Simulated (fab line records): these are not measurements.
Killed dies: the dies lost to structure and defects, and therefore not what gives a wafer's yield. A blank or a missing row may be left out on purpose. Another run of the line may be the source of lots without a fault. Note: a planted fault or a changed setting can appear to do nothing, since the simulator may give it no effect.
The tool behind it: which one?	flow gf180mcu	6 lots (18 wafers sampled), 1 step of a 602-step route

== WHAT EACH GAUGE READ, for each wafer ==
GF_HV_LDD_CD_MEAS_31 targets a cd of 400 nm.
lot	measured	on	cdNm (nm)
L490	day 11 16:18	cdSem-02	396.6 395.8 394.1
L492	day 12 10:19	cdSem-01	399.1 399.3 399.6
L494	day 13 00:25	cdSem-02	403.9 402.1 403.5
L496	day 13 15:50	cdSem-01	402.4 402.1 402.3
L508	day 17 17:59	cdSem-02	397.6 398.3 398.6
L511	day 18 16:09	cdSem-02	404.9 401.7 403.7

== WHAT TOOL EACH LOT RAN ON (gives the tool, then ch and the chambers of the sampled wafers, and finally the start) ==
The record holds no process step before these readings.

== THE ANSWER, worked out from the rows above alone ==
Rule: the usual values come from the lots themselves. Put in order of their means at a reading, lots are off if they are a third of the lots or fewer, leave a main group of 4 or more, and stand apart from it by a gap of 3 or more times the standard deviation of the main group's means; of several such gaps the widest counts. If all means in a main group match to the digits the tables above print for the reading, that group is not used. A lot without any number at a reading at which 4 lots or more have one is off too. Any other lot the step has rows for is counted as sound.
No lot is off on any of the readings shown, so nothing can be concluded from this.

== WHAT THE SIMULATOR PUT IN ==
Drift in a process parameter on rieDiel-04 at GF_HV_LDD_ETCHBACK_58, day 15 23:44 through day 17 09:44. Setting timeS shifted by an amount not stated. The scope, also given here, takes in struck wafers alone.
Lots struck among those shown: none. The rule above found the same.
